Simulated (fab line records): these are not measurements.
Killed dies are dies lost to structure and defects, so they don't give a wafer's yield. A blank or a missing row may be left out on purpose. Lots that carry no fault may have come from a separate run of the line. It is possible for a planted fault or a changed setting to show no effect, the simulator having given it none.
Split-lot trial ; flow sfqLine ; 23 wafers read across 5 lots, on a route 325 steps long

== THE SPLIT ==
At SFQ_TRILAYER_M2_LITHO_EXPOSE_058 (exposes mask M2, target cd 500 nm), the setting doseMj was moved away from the recipe's 14.4 on 10 of the 23 wafers read, by -4.6% to +4.7%. All remaining wafers had this setting at the recipe value.

== FROM THE SPLIT TO THE READING: what the file shows between them, 2 steps ==
- SFQ_TRILAYER_M2_LITHO_PEB_060: peb time 60 s
- SFQ_TRILAYER_M2_LITHO_DEVELOP_059: time 60 s

== THE READING ==
M2.cdNm (the simulator's own value, which no gauge read), in nm, at SFQ_TRILAYER_M2_BARC_OPEN_METAL_ETCH_077 (etches BARC in O2, target depth 125 nm, time 41.7 s). There is no usual value for it anywhere in the file. Here, 13 wafers ran the recipe; their average is 499.6 nm with a standard deviation of 1.3 nm.

wafer;tool, chamber at the split;doseMj as run;against the recipe;M2.cdNm, nm;against lot-mates on the recipe
L074.1;krfScanner-01, 0;13.74;-4.6%;506.6;+7.7
L074.2;krfScanner-01, 0;13.74;-4.6%;507.1;+8.2
L074.4;krfScanner-01, 0;14.4;recipe;498.4;-
L074.5;krfScanner-01, 0;14.4;recipe;499.5;-
L074.6;krfScanner-01, 0;13.74;-4.6%;505.6;+6.7
L075.1;krfScanner-01, 0;14.4;recipe;500.4;-
L075.2;krfScanner-01, 0;14.87;+3.3%;497.1;-3.8
L075.3;krfScanner-01, 0;14.4;recipe;502.7;-
L075.4;krfScanner-01, 0;14.4;recipe;499.5;-
L075.5;krfScanner-01, 0;14.87;+3.3%;495.5;-5.4
L076.2;krfScanner-01, 0;14.4;recipe;500.4;-
L076.4;krfScanner-01, 0;14.4;recipe;500.4;-
L076.3;krfScanner-01, 0;14.4;recipe;500.6;-
L076.5;krfScanner-01, 0;15.07;+4.7%;492.8;-7.7
L076.6;krfScanner-01, 0;15.07;+4.7%;493;-7.5
L078.1;krfScanner-02, 0;14.4;recipe;497.9;-
L078.4;krfScanner-02, 0;14.4;recipe;498.1;-
L078.5;krfScanner-02, 0;14.4;recipe;499.8;-
L083.1;krfScanner-02, 0;14.4;recipe;498.5;-
L083.5;krfScanner-02, 0;14.4;recipe;498.5;-
L083.2;krfScanner-02, 0;14.83;+3.0%;494.1;-4.4
L083.3;krfScanner-02, 0;14.83;+3.0%;492.1;-6.4
L083.4;krfScanner-02, 0;14.83;+3.0%;493.7;-4.8

THE FIT
A straight line over all 23 wafers: M2.cdNm changes by -1.51 nm for each +1% of doseMj; r = -0.94; the points scatter about the line by 1.4 nm.
The same after taking each lot's own level away (the mean of its wafers on the recipe; 23 wafers): -1.62 nm for each +1%; r = -0.98; scatter 0.83 nm.
According to that fit, moving doseMj by its largest amount changes the reading by 7.5 nm.
Measured against the standard deviation above, the lots' own levels, which go from 498.50 to 500.87 nm, span 1.8 times it.
Consequently the slope shifts little with the lot-to-lot level, the two slopes agreeing.
Check: with one of the wafers moved furthest among these (+4.7%) left out of the fit, the line predicts -7.48 nm for it against its lot-mates. It came out at -7.67 nm against them.

== FURTHER SPLITS ON THESE WAFERS ==
Other splits were also applied to these wafers ahead of the reading. Each is held against what the fit with the lots' levels taken away leaves over:
other split on the same wafers;wafers away from the commonest value;r with M2.cdNm (lot level and that fit taken away)
SFQ_TRILAYER_INCOMING_OXIDATION_002 oxTimeS;15;+0.20
SFQ_TRILAYER_L0_VIA_LITHO_COAT_013 spinRpm;9;+0.02
SFQ_TRILAYER_M0_LITHO_COAT_026 resistThkNm;8;+0.11
SFQ_TRILAYER_M0_LITHO_EXPOSE_022 doseMj;6;-0.04
SFQ_TRILAYER_I0_VIA_LITHO_COAT_036 resistThkNm;4;+0.08
SFQ_TRILAYER_M1_LITHO_COAT_044 resistThkNm;6;+0.06
SFQ_TRILAYER_M1_LITHO_EXPOSE_040 doseMj;11;-0.07
SFQ_TRILAYER_M2_DEP_SPUTTER_055 powerW;6;+0.16

== FILE'S OWN FIT ==
M2.cdNm changes by -1.61 nm for each +1% of doseMj, r = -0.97.
